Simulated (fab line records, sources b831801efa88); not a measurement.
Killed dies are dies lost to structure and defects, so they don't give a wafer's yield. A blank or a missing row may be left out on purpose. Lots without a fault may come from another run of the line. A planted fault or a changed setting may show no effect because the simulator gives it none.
Which tool did it? | flow gf180mcu | 13 lots, 39 wafers sampled, at 5 steps of a route of 602

WHAT THE GAUGES READ, wafer by wafer
GF_SALICIDE_RS_MEAS_04: measures by four-point-probe. Usual: SALICIDE_TIN_RS 16.40 ohm/sq, standard deviation 0.22.
lot  | measured     | on            | SALICIDE_TIN_RS (ohm/sq)            | flag
L150 | day 15 02:08 | film_metro-02 | 16.29 16.48 16.25                   |
L151 | day 15 15:00 | film_metro-02 | 16.26 16.55 16.77                   |
L152 | day 15 20:51 | film_metro-03 | 16.49 16.02 16.46                   |
L153 | day 16 08:04 | film_metro-04 | 16.79 16.62 16.54                   |
L154 | day 16 16:35 | film_metro-02 | 16.77 16.57 16.21                   |
L157 | day 17 22:32 | film_metro-02 | 16.25 16.56 16.60                   |
L158 | day 18 02:23 | film_metro-03 | 16.42 16.18 16.26                   |
L159 | day 18 11:11 | film_metro-03 | 16.29 16.09 16.06                   |
L160 | day 18 19:18 | film_metro-04 | 21.83 16.14 21.90 21.80 16.15 21.89 | OFF
L161 | day 19 07:32 | film_metro-02 | 16.13 21.50 16.09 16.11 21.53 16.07 | OFF
L169 | day 22 07:41 | film_metro-04 | 16.09 16.23 16.24                   |
L170 | day 22 07:59 | film_metro-03 | 16.13 16.52 16.26                   |
L172 | day 23 03:40 | film_metro-04 | 16.59 16.59 16.47                   |

GF_CONTACT_RS_MEAS_25: measures by four-point-probe. Usual: CONTACT_W_RS 0.379 ohm/sq, standard deviation 0.0073.
lot  | measured     | on            | CONTACT_W_RS (ohm/sq) | flag
L150 | day 15 23:38 | film_metro-02 | 0.389 0.377 0.373     |
L151 | day 16 17:34 | film_metro-04 | 0.389 0.374 0.381     |
L152 | day 16 20:30 | film_metro-04 | 0.378 0.382 0.380     |
L153 | day 17 09:03 | film_metro-02 | 0.373 0.374 0.387     |
L154 | day 17 17:25 | film_metro-04 | 0.394 0.376 0.395     |
L157 | day 19 01:17 | film_metro-01 | 0.378 0.368 0.370     |
L158 | day 19 04:14 | film_metro-02 | 0.376 0.376 0.375     |
L159 | day 19 13:23 | film_metro-01 | 0.374 0.376 0.372     |
L160 | day 19 21:46 | film_metro-04 | 0.374 0.389 0.384     |
L161 | day 20 09:48 | film_metro-01 | 0.387 0.375 0.379     |
L169 | day 23 08:59 | film_metro-04 | 0.366 0.368 0.380     |
L170 | day 23 10:19 | film_metro-02 | 0.379 0.372 0.381     |
L172 | day 24 04:07 | film_metro-02 | 0.382 0.382 0.378     |

GF_M1_OVL_MEAS_15. Usual: M1_OVL -3 nm, standard deviation 6.4.
lot  | measured     | on         | M1_OVL (nm) | flag
L150 | day 16 22:47 | overlay-01 | 0 -8 -3     |
L151 | day 17 17:27 | overlay-01 | -2 6 4      |
L152 | day 17 20:28 | overlay-01 | 7 5 0       |
L153 | day 18 09:24 | overlay-02 | -2 2 8      |
L154 | day 18 17:41 | overlay-01 | -11 -6 -5   |
L157 | day 20 02:23 | overlay-02 | -4 -2 -9    |
L158 | day 20 04:35 | overlay-01 | -5 0 -1     |
L159 | day 20 14:05 | overlay-02 | -8 -9 -9    |
L160 | day 20 22:14 | overlay-02 | -5 -6 -1    |
L161 | day 21 10:07 | overlay-01 | -4 2 -4     |
L169 | day 24 08:23 | overlay-01 | -7 -5 5     |
L170 | day 24 10:02 | overlay-01 | -3 2 -10    |
L172 | day 25 02:29 | overlay-01 | -17 -6 -10  |

WHICH TOOL RAN EACH LOT (tool, then ch and the chambers of the sampled wafers, then the start)
lot  | GF_SALICIDE_SPUTTER_02       | GF_M1_SPUTTER_01
L150 | pvd_sputter-04, day 15 02:02 | pvd_sputter-04, day 16 00:21
L151 | pvd_sputter-03, day 15 14:53 | pvd_sputter-02, day 16 18:05
L152 | pvd_sputter-02, day 15 20:47 | pvd_sputter-04, day 16 21:05
L153 | pvd_sputter-03, day 16 07:59 | pvd_sputter-04, day 17 09:35
L154 | pvd_sputter-02, day 16 16:30 | pvd_sputter-02, day 17 17:58
L157 | pvd_sputter-04, day 17 22:29 | pvd_sputter-01, day 19 01:52
L158 | pvd_sputter-02, day 18 02:18 | pvd_sputter-02, day 19 04:47
L159 | pvd_sputter-04, day 18 11:08 | pvd_sputter-02, day 19 13:58
L160 | pvd_sputter-04, day 18 19:14 | pvd_sputter-02, day 19 22:20
L161 | pvd_sputter-04, day 19 07:26 | pvd_sputter-04, day 20 10:20
L169 | pvd_sputter-02, day 22 07:38 | pvd_sputter-04, day 23 09:50
L170 | pvd_sputter-04, day 22 07:56 | pvd_sputter-01, day 23 11:15
L172 | pvd_sputter-02, day 23 03:36 | pvd_sputter-02, day 24 04:40
- GF_SALICIDE_SPUTTER_02: material Co, target thk 10 nm, time 20 s.
- GF_M1_SPUTTER_01: material TiN, target thk 30 nm, time 25 s.

WHAT THE TOOLS THEMSELVES READ (means of the sampled wafers that have a number; where no wafer has one, the mark that the record gives instead)
GF_SALICIDE_SPUTTER_02. Usual: throttle_valve_pct 30.2 %, standard deviation 0.97.
lot  | tool           | throttle_valve_pct (%) | flag
L150 | pvd_sputter-04 | 30.3                   |
L151 | pvd_sputter-03 | 28.7                   |
L152 | pvd_sputter-02 | 30.2                   |
L153 | pvd_sputter-03 | 30.3                   |
L154 | pvd_sputter-02 | 29.9                   |
L157 | pvd_sputter-04 | 30.2                   |
L158 | pvd_sputter-02 | 29.7                   |
L159 | pvd_sputter-04 | 30.9                   |
L160 | pvd_sputter-04 | 30.0                   |
L161 | pvd_sputter-04 | 30.1                   |
L169 | pvd_sputter-02 | 30.1                   |
L170 | pvd_sputter-04 | 29.9                   |
L172 | pvd_sputter-02 | 30.0                   |

GF_M1_SPUTTER_01. Usual: throttle_valve_pct 30.3 %, standard deviation 0.88.
lot  | tool           | throttle_valve_pct (%) | flag
L150 | pvd_sputter-04 | 30.7                   |
L151 | pvd_sputter-02 | 30.1                   |
L152 | pvd_sputter-04 | 30.7                   |
L153 | pvd_sputter-04 | 30.9                   |
L154 | pvd_sputter-02 | 30.5                   |
L157 | pvd_sputter-01 | 29.8                   |
L158 | pvd_sputter-02 | 29.9                   |
L159 | pvd_sputter-02 | 29.9                   |
L160 | pvd_sputter-02 | 30.1                   |
L161 | pvd_sputter-04 | 30.5                   |
L169 | pvd_sputter-04 | 30.2                   |
L170 | pvd_sputter-01 | 30.1                   |
L172 | pvd_sputter-02 | 30.0                   |

THE ANSWER, worked out from the rows above alone
Rule: a lot is off if the mean of its wafers that have a number lies more than 3 standard deviations from the usual mean. A lot without any number at a reading at which 4 lots or more have one is off too. The other lots that the step has rows for count as sound. The gauges are gone through in route order, then the tools' own readings, and for those a lot's mean is taken as printed above. The first step at which some lot is off is used, and at that step the reading that is off furthest; a lot without a number counts as furthest.
Off: L160, L161, at GF_SALICIDE_RS_MEAS_04 (SALICIDE_TIN_RS).
A tool fits if, at a process step before that reading, it ran every lot that is off, and no sound lot after the first of them. The gauges at GF_SALICIDE_RS_MEAS_04 are tried like those tools. None of those tried fits.

WHAT THE SIMULATOR HAD PUT IN
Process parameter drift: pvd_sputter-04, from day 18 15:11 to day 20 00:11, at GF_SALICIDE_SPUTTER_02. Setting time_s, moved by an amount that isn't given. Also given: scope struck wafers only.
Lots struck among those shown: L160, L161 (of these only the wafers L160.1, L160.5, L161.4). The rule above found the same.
